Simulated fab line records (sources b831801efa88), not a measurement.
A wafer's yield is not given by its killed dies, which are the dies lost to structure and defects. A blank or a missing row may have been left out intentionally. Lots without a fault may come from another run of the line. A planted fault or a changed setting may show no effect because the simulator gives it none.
Which tool is to blame? || flow sky130 || Sampling: 13 lots, 39 wafers, 3 of 708 route steps

WHAT EACH GAUGE READ, for each wafer
SKY_SONOS_ONO_THK_MEAS_05.
{"lot": "L260", "measured": "day 12 08:05", "on": "film-metro-03", "SONOS_ONO_CVD_04_THK (nm)": "5.77 5.75 5.77"}
{"lot": "L262", "measured": "day 12 20:13", "on": "film-metro-03", "SONOS_ONO_CVD_04_THK (nm)": "5.74 5.76 5.73"}
{"lot": "L266", "measured": "day 13 17:20", "on": "film-metro-03", "SONOS_ONO_CVD_04_THK (nm)": "5.68 5.72 5.71"}
{"lot": "L268", "measured": "day 14 13:32", "on": "film-metro-01", "SONOS_ONO_CVD_04_THK (nm)": "5.60 5.63 5.69"}
{"lot": "L271", "measured": "day 15 01:51", "on": "film-metro-01", "SONOS_ONO_CVD_04_THK (nm)": "5.90 5.93 5.92"}
{"lot": "L276", "measured": "day 17 06:08", "on": "film-metro-02", "SONOS_ONO_CVD_04_THK (nm)": "5.67 5.75 5.67"}
{"lot": "L277", "measured": "day 17 06:07", "on": "film-metro-03", "SONOS_ONO_CVD_04_THK (nm)": "6.03 5.96 6.01"}
{"lot": "L278", "measured": "day 17 08:00", "on": "film-metro-03", "SONOS_ONO_CVD_04_THK (nm)": "5.78 5.76 5.82"}
{"lot": "L279", "measured": "day 18 01:05", "on": "film-metro-01", "SONOS_ONO_CVD_04_THK (nm)": "5.82 5.65 5.70"}
{"lot": "L280", "measured": "day 18 11:01", "on": "film-metro-01", "SONOS_ONO_CVD_04_THK (nm)": "5.89 5.99 5.93"}
{"lot": "L281", "measured": "day 18 15:30", "on": "film-metro-01", "SONOS_ONO_CVD_04_THK (nm)": "5.70 5.81 5.83"}
{"lot": "L282", "measured": "day 18 21:58", "on": "film-metro-02", "SONOS_ONO_CVD_04_THK (nm)": "5.52 5.58 5.67"}
{"lot": "L283", "measured": "day 19 00:52", "on": "film-metro-01", "SONOS_ONO_CVD_04_THK (nm)": "5.70 5.78 5.74"}

SKY_POLY_GATE_CD_MEAS_22.
{"lot": "L260", "measured": "day 17 09:07", "on": "cd-sem-02", "cd-nm (nm)": "152.9 153.6 152.8"}
{"lot": "L262", "measured": "day 17 20:45", "on": "cd-sem-02", "cd-nm (nm)": "148.4 149.9 148.3"}
{"lot": "L266", "measured": "day 19 00:15", "on": "cd-sem-01", "cd-nm (nm)": "149.8 152.6 150.8"}
{"lot": "L268", "measured": "day 20 03:13", "on": "cd-sem-01", "cd-nm (nm)": "149.0 153.6 149.0"}
{"lot": "L271", "measured": "day 20 15:03", "on": "cd-sem-02", "cd-nm (nm)": "150.6 152.2 152.3"}
{"lot": "L276", "measured": "day 23 11:22", "on": "cd-sem-02", "cd-nm (nm)": "150.6 149.0 152.3"}
{"lot": "L277", "measured": "day 23 11:19", "on": "cd-sem-01", "cd-nm (nm)": "150.5 149.9 151.4"}
{"lot": "L278", "measured": "day 23 09:43", "on": "cd-sem-02", "cd-nm (nm)": "154.0 152.1 152.8"}
{"lot": "L279", "measured": "day 23 16:45", "on": "cd-sem-02", "cd-nm (nm)": "149.7 149.3 152.6"}
{"lot": "L280", "measured": "day 24 01:17", "on": "cd-sem-01", "cd-nm (nm)": "146.0 149.6 147.0"}
{"lot": "L281", "measured": "day 24 01:19", "on": "cd-sem-02", "cd-nm (nm)": "154.9 151.5 155.5"}
{"lot": "L282", "measured": "day 24 09:53", "on": "cd-sem-02", "cd-nm (nm)": "148.8 149.4 147.6"}
{"lot": "L283", "measured": "day 24 11:30", "on": "cd-sem-02", "cd-nm (nm)": "145.9 147.7 148.9"}

EACH LOT AND THE TOOL THAT RAN IT (in order: tool; ch and the chambers of the sampled wafers; start)
{"lot": "L260", "SKY_VT_ADJUST_LVTN_STRIP_09": "plasma-asher-04 ch 0,1, day 7 10:58"}
{"lot": "L262", "SKY_VT_ADJUST_LVTN_STRIP_09": "plasma-asher-04 ch 0,1, day 7 21:47"}
{"lot": "L266", "SKY_VT_ADJUST_LVTN_STRIP_09": "plasma-asher-03 ch 0,1, day 8 17:20"}
{"lot": "L268", "SKY_VT_ADJUST_LVTN_STRIP_09": "plasma-asher-03 ch 0,1, day 9 10:22"}
{"lot": "L271", "SKY_VT_ADJUST_LVTN_STRIP_09": "plasma-asher-04 ch 0,1, day 9 22:05"}
{"lot": "L276", "SKY_VT_ADJUST_LVTN_STRIP_09": "plasma-asher-04 ch 0,1, day 11 08:10"}
{"lot": "L277", "SKY_VT_ADJUST_LVTN_STRIP_09": "plasma-asher-01 ch 0,1, day 11 12:05"}
{"lot": "L278", "SKY_VT_ADJUST_LVTN_STRIP_09": "plasma-asher-04 ch 0,1, day 11 17:43"}
{"lot": "L279", "SKY_VT_ADJUST_LVTN_STRIP_09": "plasma-asher-04 ch 0,1, day 12 07:52"}
{"lot": "L280", "SKY_VT_ADJUST_LVTN_STRIP_09": "plasma-asher-03 ch 0,1, day 12 15:58"}
{"lot": "L281", "SKY_VT_ADJUST_LVTN_STRIP_09": "plasma-asher-01 ch 1, day 12 21:28"}
{"lot": "L282", "SKY_VT_ADJUST_LVTN_STRIP_09": "plasma-asher-01 ch 0,1, day 12 23:53"}
{"lot": "L283", "SKY_VT_ADJUST_LVTN_STRIP_09": "plasma-asher-04 ch 0,1, day 13 03:46"}
- SKY_VT_ADJUST_LVTN_STRIP_09: strips in O2/N2.

WHAT THE TOOLS THEMSELVES READ (means of the sampled wafers that have a number; where no wafer has one, the mark that the record gives instead)
SKY_VT_ADJUST_LVTN_STRIP_09.
{"lot": "L260", "tool": "plasma-asher-04", "drypump-motor-current-A (A)": 5.7, "oes-product-au (a.u.)": 0.720, "strip-time-to-endpoint-s (s)": 36.86}
{"lot": "L262", "tool": "plasma-asher-04", "drypump-motor-current-A (A)": 5.7, "oes-product-au (a.u.)": 0.727, "strip-time-to-endpoint-s (s)": 37.04}
{"lot": "L266", "tool": "plasma-asher-03", "drypump-motor-current-A (A)": 5.4, "oes-product-au (a.u.)": 0.722, "strip-time-to-endpoint-s (s)": 37.10}
{"lot": "L268", "tool": "plasma-asher-03", "drypump-motor-current-A (A)": 5.3, "oes-product-au (a.u.)": 0.728, "strip-time-to-endpoint-s (s)": 36.92}
{"lot": "L271", "tool": "plasma-asher-04", "drypump-motor-current-A (A)": 5.8, "oes-product-au (a.u.)": 0.723, "strip-time-to-endpoint-s (s)": 36.91}
{"lot": "L276", "tool": "plasma-asher-04", "drypump-motor-current-A (A)": 5.7, "oes-product-au (a.u.)": 0.725, "strip-time-to-endpoint-s (s)": 36.94}
{"lot": "L277", "tool": "plasma-asher-01", "drypump-motor-current-A (A)": 5.8, "oes-product-au (a.u.)": 0.720, "strip-time-to-endpoint-s (s)": 36.85}
{"lot": "L278", "tool": "plasma-asher-04", "drypump-motor-current-A (A)": 5.8, "oes-product-au (a.u.)": 0.723, "strip-time-to-endpoint-s (s)": 36.85}
{"lot": "L279", "tool": "plasma-asher-04", "drypump-motor-current-A (A)": 5.3, "oes-product-au (a.u.)": 0.720, "strip-time-to-endpoint-s (s)": 36.84}
{"lot": "L280", "tool": "plasma-asher-03", "drypump-motor-current-A (A)": 5.4, "oes-product-au (a.u.)": 0.720, "strip-time-to-endpoint-s (s)": 36.88}
{"lot": "L281", "tool": "plasma-asher-01", "drypump-motor-current-A (A)": 5.6, "oes-product-au (a.u.)": 0.721, "strip-time-to-endpoint-s (s)": 36.99}
{"lot": "L282", "tool": "plasma-asher-01", "drypump-motor-current-A (A)": 5.8, "oes-product-au (a.u.)": 0.718, "strip-time-to-endpoint-s (s)": 37.02}
{"lot": "L283", "tool": "plasma-asher-04", "drypump-motor-current-A (A)": 5.7, "oes-product-au (a.u.)": 0.727, "strip-time-to-endpoint-s (s)": 36.92}

THE ANSWER, worked out from the rows above alone
Rule: the usual values come from the lots themselves. Put in order of their means at a reading, lots are off if they are a third of the lots or fewer, leave a main group of 4 or more, and stand apart from it by a gap of 3 or more times the standard deviation of the main group's means; of several such gaps the widest counts. If all means in a main group match to the digits the tables above print for the reading, that group is not used. Also off: a lot with no number at a reading for which 4 or more lots have one. The other lots that the step has rows for count as sound. First the gauges in route order, then the tools' own readings, where a lot's mean is used as printed above. At the first step where some lot is off, the reading lying furthest off is the one used; lots without a number count as furthest.
None of the lots is off at any reading shown; this tells nothing.

WHAT THE SIMULATOR PUT IN
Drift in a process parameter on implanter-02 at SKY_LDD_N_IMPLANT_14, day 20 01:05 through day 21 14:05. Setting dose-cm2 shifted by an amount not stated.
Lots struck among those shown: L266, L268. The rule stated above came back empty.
